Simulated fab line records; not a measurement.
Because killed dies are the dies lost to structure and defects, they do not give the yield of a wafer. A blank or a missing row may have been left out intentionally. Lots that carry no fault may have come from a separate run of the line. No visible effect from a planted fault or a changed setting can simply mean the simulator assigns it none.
Which of the tools did it? + flow sky130 + 10 lots with 30 wafers sampled at 6 steps, on a route of 708 steps

== WHAT THE GAUGES READ, wafer by wafer ==
SKY_VIA2_THK_MEAS_01.
| lot  | measured     | on           | VIA2_HDPCVD_THK (nm) |
|------|--------------|--------------|----------------------|
| L842 | day 35 05:55 | filmMetro-02 | 1164 1186 1166       |
| L846 | day 36 21:32 | filmMetro-03 | 1199 1201 1180       |
| L847 | day 37 03:31 | filmMetro-03 | 1170 1155 1181       |
| L849 | day 37 10:06 | filmMetro-02 | 1159 1139 1178       |
| L852 | day 38 02:57 | filmMetro-02 | 1142 1190 1134       |
| L858 | day 40 03:35 | filmMetro-01 | 1194 1172 1155       |
| L859 | day 40 05:30 | filmMetro-01 | 1185 1158 1171       |
| L861 | day 41 01:07 | filmMetro-03 | 1141 1178 1170       |
| L864 | day 41 16:59 | filmMetro-03 | 1171 1166 1182       |
| L865 | day 42 00:35 | filmMetro-01 | 1174 1193 1170       |

SKY_VIA2_CD_MEAS_12: the cd target is 200 nm.
| lot  | measured     | on       | cdNm (nm)         |
|------|--------------|----------|-------------------|
| L842 | day 36 08:44 | cdSem-01 | 198.3 198.4 198.5 |
| L846 | day 37 23:20 | cdSem-02 | 199.3 197.6 197.8 |
| L847 | day 38 05:13 | cdSem-02 | 201.1 201.3 200.3 |
| L849 | day 38 11:58 | cdSem-02 | 201.4 200.7 201.6 |
| L852 | day 39 05:08 | cdSem-02 | 199.0 198.4 197.9 |
| L858 | day 41 02:59 | cdSem-02 | 200.0 200.4 201.7 |
| L859 | day 41 05:34 | cdSem-01 | 199.1 198.3 197.7 |
| L861 | day 42 01:22 | cdSem-02 | 200.4 199.4 199.7 |
| L864 | day 42 16:41 | cdSem-01 | 198.2 198.9 198.1 |
| L865 | day 42 23:40 | cdSem-01 | 200.4 200.0 198.7 |

SKY_METAL5_RS_MEAS_05: a four-point-probe measurement.
| lot  | measured     | on           | METAL5_ALCU_RS (ohm/sq) |
|------|--------------|--------------|-------------------------|
| L842 | day 42 22:52 | filmMetro-01 | 0.0275 0.0275 0.0277    |
| L846 | day 44 08:38 | filmMetro-02 | 0.0278 0.0277 0.0271    |
| L847 | day 44 13:47 | filmMetro-01 | 0.0274 0.0266 0.0273    |
| L849 | day 44 18:59 | filmMetro-01 | 0.0267 0.0275 0.0391    |
| L852 | day 45 10:11 | filmMetro-04 | 0.0278 0.0269 0.0416    |
| L858 | day 47 00:22 | filmMetro-02 | 0.0275 0.0269 0.0268    |
| L859 | day 47 04:52 | filmMetro-02 | 0.0268 0.0271 0.0264    |
| L861 | day 47 19:42 | filmMetro-01 | 0.0267 0.0271 0.0273    |
| L864 | day 48 10:09 | filmMetro-04 | 0.0269 0.0269 0.0272    |
| L865 | day 48 15:11 | filmMetro-01 | 0.0272 0.0278 0.0272    |

SKY_METAL5_THK_MEAS_06: measures by xrf.
| lot  | measured     | on           | METAL5_ALCU_THK (nm) |
|------|--------------|--------------|----------------------|
| L842 | day 42 22:59 | filmMetro-01 | 1141 1133 1132       |
| L846 | day 44 08:45 | filmMetro-02 | 1107 1115 1140       |
| L847 | day 44 13:53 | filmMetro-01 | 1143 1182 1149       |
| L849 | day 44 19:05 | filmMetro-01 | 1172 1139 801        |
| L852 | day 45 10:17 | filmMetro-04 | 1116 1149 751        |
| L858 | day 47 00:29 | filmMetro-02 | 1129 1164 1163       |
| L859 | day 47 04:58 | filmMetro-02 | 1160 1147 1168       |
| L861 | day 47 19:48 | filmMetro-01 | 1170 1154 1146       |
| L864 | day 48 10:16 | filmMetro-04 | 1159 1160 1150       |
| L865 | day 48 15:19 | filmMetro-01 | 1149 1126 1139       |

== TOOL THAT RAN EACH LOT (tool first, then ch and the chambers of the sampled wafers, then the start) ==
| lot  | SKY_METAL2_SPUTTER_02       | SKY_METAL5_SPUTTER_02       |
|------|-----------------------------|-----------------------------|
| L842 | pvdSputter-01, day 34 02:08 | pvdSputter-01, day 42 22:44 |
| L846 | pvdSputter-01, day 35 18:08 | pvdSputter-03, day 44 08:31 |
| L847 | pvdSputter-01, day 36 00:44 | pvdSputter-03, day 44 13:37 |
| L849 | pvdSputter-03, day 36 06:47 | pvdSputter-03, day 44 18:51 |
| L852 | pvdSputter-03, day 36 23:36 | pvdSputter-03, day 45 10:02 |
| L858 | pvdSputter-03, day 39 02:11 | pvdSputter-02, day 47 00:15 |
| L859 | pvdSputter-03, day 39 03:11 | pvdSputter-02, day 47 04:42 |
| L861 | pvdSputter-03, day 39 23:48 | pvdSputter-01, day 47 19:32 |
| L864 | pvdSputter-01, day 40 15:59 | pvdSputter-03, day 48 10:02 |
| L865 | pvdSputter-03, day 40 23:29 | pvdSputter-03, day 48 15:04 |
- SKY_METAL2_SPUTTER_02: material AlCu, target thk 250 nm, time 13.3 s.
- SKY_METAL5_SPUTTER_02: material AlCu, target thk 1150 nm, time 61.2 s.

== WHAT THE TOOLS THEMSELVES READ (means of the sampled wafers that have a number; where no wafer has one, the mark that the record gives instead) ==
SKY_METAL2_SPUTTER_02.
| lot  | tool          | throttleValvePct (%) |
|------|---------------|----------------------|
| L842 | pvdSputter-01 | 29.5                 |
| L846 | pvdSputter-01 | 29.5                 |
| L847 | pvdSputter-01 | 30.7                 |
| L849 | pvdSputter-03 | 29.5                 |
| L852 | pvdSputter-03 | 29.6                 |
| L858 | pvdSputter-03 | 29.4                 |
| L859 | pvdSputter-03 | 29.9                 |
| L861 | pvdSputter-03 | 29.4                 |
| L864 | pvdSputter-01 | 29.2                 |
| L865 | pvdSputter-03 | 29.4                 |

SKY_METAL5_SPUTTER_02.
| lot  | tool          | throttleValvePct (%) |
|------|---------------|----------------------|
| L842 | pvdSputter-01 | 29.7                 |
| L846 | pvdSputter-03 | 29.8                 |
| L847 | pvdSputter-03 | 29.9                 |
| L849 | pvdSputter-03 | 29.8                 |
| L852 | pvdSputter-03 | 29.8                 |
| L858 | pvdSputter-02 | 29.1                 |
| L859 | pvdSputter-02 | 29.0                 |
| L861 | pvdSputter-01 | 29.3                 |
| L864 | pvdSputter-03 | 29.8                 |
| L865 | pvdSputter-03 | 29.7                 |

== THE ANSWER, worked out from the rows above alone ==
Rule: the usual values come from the lots themselves. Put in order of their means at a reading, lots are off if they are a third of the lots or fewer, leave a main group of 4 or more, and stand apart from it by a gap of 3 or more times the standard deviation of the main group's means; of several such gaps the widest counts. If all means in a main group match to the digits the tables above print for the reading, that group is not used. Also off: a lot with no number at a reading for which 4 or more lots have one. The other lots that the step has rows for count as sound. The gauges are gone through in route order, then the tools' own readings, and for those a lot's mean is taken as printed above. At the first step where some lot is off, the reading lying furthest off is the one used; lots without a number count as furthest.
Off: L849, L852, seen at SKY_METAL5_RS_MEAS_05 (METAL5_ALCU_RS). Main group: mean 0.0272 ohm/sq, sd 0.00027.
A tool fits if, at a process step before that reading, it ran every lot that is off, and no sound lot after the first of them. Gauges at SKY_METAL5_RS_MEAS_05: tried the same way as those tools. No candidate that was tried fits.

== WHAT THE SIMULATOR PUT IN ==
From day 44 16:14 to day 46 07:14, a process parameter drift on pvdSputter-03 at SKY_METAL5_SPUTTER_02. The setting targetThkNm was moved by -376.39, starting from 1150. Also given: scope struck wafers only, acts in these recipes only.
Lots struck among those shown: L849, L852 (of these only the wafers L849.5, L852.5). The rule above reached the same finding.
